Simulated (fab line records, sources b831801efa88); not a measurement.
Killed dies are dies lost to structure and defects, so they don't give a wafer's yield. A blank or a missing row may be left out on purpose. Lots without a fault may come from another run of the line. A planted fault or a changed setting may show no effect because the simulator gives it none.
Which tool did it? | flow sky130 | 13 lots, 37 wafers sampled, at 4 steps of a route of 708

WHAT THE GAUGES READ, wafer by wafer
SKY_LOCAL_INTERCONNECT_THK_MEAS_02: measures by xrf.
lot  | measured     | on            | LOCAL_INTERCONNECT_TIN_THK (nm)
L394 | day 30 03:26 | film_metro-01 | 99.6 99.5 99.4
L397 | day 31 09:18 | film_metro-02 | 100.3 100.6 99.3
L399 | day 31 18:29 | film_metro-02 | 99.8
L403 | day 32 21:08 | film_metro-02 | 99.2 99.8 99.0
L406 | day 33 22:28 | film_metro-01 | 100.2 98.5 100.4
L407 | day 34 02:23 | film_metro-01 | 99.3 98.9 98.4
L408 | day 34 12:49 | film_metro-01 | 100.2 101.2 100.5
L409 | day 34 21:07 | film_metro-01 | 98.9 98.8 99.5
L410 | day 35 01:23 | film_metro-03 | 99.5 98.4 98.9
L411 | day 35 20:23 | film_metro-01 | 99.8 100.2 99.3
L412 | day 36 11:08 | film_metro-01 | 99.8 99.5 100.7
L414 | day 36 13:41 | film_metro-01 | 100.0 100.1 99.2
L413 | day 36 14:33 | film_metro-02 | 98.5 98.6 99.2

SKY_METAL1_THK_MEAS_06: measures by xrf.
lot  | measured     | on            | METAL1_ALCU_THK (nm)
L394 | day 32 12:44 | film_metro-02 | 250 250 252
L397 | day 33 18:31 | film_metro-03 | 242 242 245
L399 | day 34 03:35 | film_metro-02 | 251
L403 | day 35 06:01 | film_metro-03 | 248 243 246
L406 | day 36 06:16 | film_metro-04 | 247 249 247
L407 | day 36 09:33 | film_metro-03 | 247 245 244
L408 | day 36 19:35 | film_metro-02 | 255 254 255
L409 | day 37 03:26 | film_metro-02 | 247 247 249
L410 | day 37 08:24 | film_metro-02 | 254 252 251
L411 | day 38 02:10 | film_metro-03 | 246 246 247
L412 | day 38 16:41 | film_metro-04 | 247 246 248
L414 | day 38 19:41 | film_metro-03 | 250 251 249
L413 | day 38 21:17 | film_metro-03 | 248 244 246

SKY_VIA1_THK_MEAS_01.
lot  | measured     | on            | VIA1_HDPCVD_THK (nm)
L394 | day 33 15:56 | film_metro-01 | 1025 1036 1026
L397 | day 34 22:03 | film_metro-04 | 930 926 1027
L399 | day 35 06:35 | film_metro-03 | 1033
L403 | day 36 09:10 | film_metro-04 | 1036 1039 1036
L406 | day 37 09:29 | film_metro-03 | 1042 1025 1031
L407 | day 37 12:28 | film_metro-01 | 1025 1024 1021
L408 | day 37 21:43 | film_metro-04 | 1019 1036 1031
L409 | day 38 05:23 | film_metro-04 | 1047 1042 1039
L410 | day 38 10:29 | film_metro-03 | 1031 1035 1039
L411 | day 39 03:41 | film_metro-04 | 1034 1033 1020
L412 | day 39 18:28 | film_metro-03 | 1046 1049 1028
L414 | day 39 21:05 | film_metro-03 | 1030 1035 1044
L413 | day 39 23:25 | film_metro-01 | 1021 1016 1035

WHICH TOOL RAN EACH LOT (tool, then ch and the chambers of the sampled wafers, then the start)
lot  | SKY_VIA1_HDPCVD_00
L394 | hdpcvd-01 ch 0,1, day 33 15:49
L397 | hdpcvd-01 ch 0,1, day 34 21:55
L399 | hdpcvd-01 ch 1, day 35 06:28
L403 | hdpcvd-02 ch 0,1,2, day 36 09:02
L406 | hdpcvd-01 ch 0,2, day 37 09:23
L407 | hdpcvd-01 ch 1,2, day 37 12:20
L408 | hdpcvd-02 ch 0,2, day 37 21:35
L409 | hdpcvd-02 ch 0,1, day 38 05:16
L410 | hdpcvd-02 ch 0,1,2, day 38 10:22
L411 | hdpcvd-01 ch 1,2, day 39 03:34
L412 | hdpcvd-02 ch 0,1,2, day 39 18:21
L414 | hdpcvd-02 ch 0,2, day 39 20:58
L413 | hdpcvd-01 ch 1,2, day 39 23:17
- SKY_VIA1_HDPCVD_00: deposits SiO2, target thk 1030 nm, time 171.7 s.

WHAT THE TOOLS THEMSELVES READ (means of the sampled wafers that have a number; where no wafer has one, the mark that the record gives instead)
SKY_VIA1_HDPCVD_00.
lot  | tool      | pressure_mtorr (mTorr) | run_length_s (s)
L394 | hdpcvd-01 | 5.997                  | 199.2
L397 | hdpcvd-01 | 6.011                  | 186.7
L399 | hdpcvd-01 | 6.016                  | 199.7
L403 | hdpcvd-02 | 6.000                  | 199.4
L406 | hdpcvd-01 | 5.996                  | 199.8
L407 | hdpcvd-01 | 6.002                  | 199.7
L408 | hdpcvd-02 | 6.006                  | 199.5
L409 | hdpcvd-02 | 6.007                  | 199.6
L410 | hdpcvd-02 | 5.998                  | 199.5
L411 | hdpcvd-01 | 6.009                  | 199.8
L412 | hdpcvd-02 | 5.987                  | 199.2
L414 | hdpcvd-02 | 5.999                  | 199.3
L413 | hdpcvd-01 | 6.005                  | 199.5

THE ANSWER, worked out from the rows above alone
Rule: what is usual is taken from the lots themselves. Put in order of their means at a reading, lots are off if they are a third of the lots or fewer, leave a main group of 4 or more, and stand apart from it by a gap of 3 or more times the standard deviation of the main group's means; of several such gaps the widest counts. A main group whose means are all the same, to the digits that the tables above print for the reading, isn't used. A lot without any number at a reading at which 4 lots or more have one is off too. The other lots that the step has rows for count as sound. The gauges are gone through in route order, then the tools' own readings, and for those a lot's mean is taken as printed above. The first step at which some lot is off is used, and at that step the reading that is off furthest; a lot without a number counts as furthest.
Off: L397, at SKY_VIA1_THK_MEAS_01 (VIA1_HDPCVD_THK). The main group: mean 1033 nm, standard deviation 5.9.
A tool fits if, at a process step before that reading, it ran every lot that is off, and no sound lot after the first of them. The gauges at SKY_VIA1_THK_MEAS_01 aren't tried: what is off there is off at SKY_VIA1_HDPCVD_00 too, on other tools, and a gauge's error can't cause that. None of those tried fits.

WHAT THE SIMULATOR HAD PUT IN
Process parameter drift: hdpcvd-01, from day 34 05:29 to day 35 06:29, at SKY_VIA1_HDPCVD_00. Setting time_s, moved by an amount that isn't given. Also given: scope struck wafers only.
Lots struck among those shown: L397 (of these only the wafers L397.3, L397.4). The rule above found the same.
